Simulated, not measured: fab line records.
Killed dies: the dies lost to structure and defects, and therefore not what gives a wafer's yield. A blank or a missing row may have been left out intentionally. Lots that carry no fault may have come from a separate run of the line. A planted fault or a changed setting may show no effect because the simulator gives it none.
The tool behind it: which one?    flow sky130    Sampling: 10 lots, 27 wafers, 3 of 708 route steps

## WHAT THE GAUGES SHOWED, per wafer
SKY_LI_CONTACT_RS_MEAS_22: measurement is done with a four-point probe. Usual: LI_CONTACT_W_RS 0.284 ohm/sq, standard deviation 0.0039.
lot   measured      on             LI_CONTACT_W_RS (ohm/sq)  flag
L691  day 28 18:19  film metro-01  0.279 0.283 0.286         
L694  day 29 19:16  film metro-02  0.289 0.278 0.287         
L695  day 30 05:49  film metro-01  0.283 0.280 0.281         
L696  day 30 22:20  film metro-04  0.283 0.284 0.289         
L700  day 32 08:20  film metro-04  0.282 0.282 0.286         
L701  day 32 18:56  film metro-04  0.283 0.282 0.283         
L703  day 33 10:05  film metro-01  0.286 0.284 0.288         
L709  day 35 08:37  film metro-04  0.699 0.284 0.700 0.284   OFF
L710  day 35 17:48  film metro-02  0.733 0.286 0.736 0.287   OFF
L711  day 36 00:01  film metro-04  0.691 0.288 0.692 0.288   OFF

SKY_LI_CONTACT_THK_MEAS_23: measures by xrf. Usual: LI_CONTACT_W_THK 408 nm, standard deviation 6.1.
lot   measured      on             LI_CONTACT_W_THK (nm)  flag
L691  day 28 18:26  film metro-01  414 406 403            
L694  day 29 19:21  film metro-02  406 423 408            
L695  day 30 05:55  film metro-01  409 413 409            
L696  day 30 22:28  film metro-04  406 404 402            
L700  day 32 08:27  film metro-04  404 408 400            
L701  day 32 19:03  film metro-04  405 406 403            
L703  day 33 10:11  film metro-01  406 408 401            
L709  day 35 16:07  film metro-04  165 407 164 407        OFF
L710  day 35 23:06  film metro-02  158 409 158 405        OFF
L711  day 36 01:52  film metro-04  169 409 168 408        OFF

## EACH LOT AND THE TOOL THAT RAN IT (in order: tool; ch and the chambers of the sampled wafers; start)
lot   SKY_LI_CONTACT_CVD_21
L691  cvd w-01 ch 0,1, day 28 18:11
L694  cvd w-02 ch 0,1, day 29 19:07
L695  cvd w-02 ch 0,1, day 30 05:41
L696  cvd w-02 ch 0,1, day 30 22:10
L700  cvd w-01 ch 0,1, day 32 08:12
L701  cvd w-02 ch 0,1, day 32 18:48
L703  cvd w-01 ch 0,1, day 33 09:56
L709  cvd w-01 ch 1, day 35 08:28
L710  cvd w-01 ch 0, day 35 17:39
L711  cvd w-01 ch 0,1, day 35 23:53
- SKY_LI_CONTACT_CVD_21: deposits W, target thk 400 nm, time 120.56 s.

## AS READ BY THE TOOLS THEMSELVES (means over the sampled wafers that have a number; for cases with no such wafer, the mark the record gives instead)
SKY_LI_CONTACT_CVD_21. Usual: 918 W for heater power w, sd 40.
lot   tool      heater power w (W)  flag
L691  cvd w-01  896                 
L694  cvd w-02  901                 
L695  cvd w-02  916                 
L696  cvd w-02  916                 
L700  cvd w-01  897                 
L701  cvd w-02  923                 
L703  cvd w-01  893                 
L709  cvd w-01  878                 
L710  cvd w-01  953                 
L711  cvd w-01  922                 

## THE ANSWER, worked out from the rows above alone
Rule: a lot counts as off when the mean over its wafers that have a number is more than 3 standard deviations away from the usual mean. A lot without any number at a reading at which 4 lots or more have one is off too. Where the step has rows for the other lots, those lots are counted as sound. Order of review: gauges by route order, followed by the tools' own readings, for which a lot's mean as printed above is used. The first step at which some lot is off is used, and at that step the reading that is off furthest; a lot without a number counts as furthest.
Off: L709, L710, L711, at SKY_LI_CONTACT_RS_MEAS_22 (LI_CONTACT_W_RS).
A tool fits if, at a process step before that reading, it ran every lot that is off, and no sound lot after the first of them. Those tools and the gauges at SKY_LI_CONTACT_RS_MEAS_22 are tried in the same way. One candidate fits, namely cvd w-01 at SKY_LI_CONTACT_CVD_21. Its last sound lot is L703 (day 33 09:56), its first lot that is off L709 (day 35 08:28): a fault that began between those two fits.

## WHAT THE SIMULATOR HAD PUT IN
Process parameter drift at SKY_LI_CONTACT_CVD_21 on cvd w-01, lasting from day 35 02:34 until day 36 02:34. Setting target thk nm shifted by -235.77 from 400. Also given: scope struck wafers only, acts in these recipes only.
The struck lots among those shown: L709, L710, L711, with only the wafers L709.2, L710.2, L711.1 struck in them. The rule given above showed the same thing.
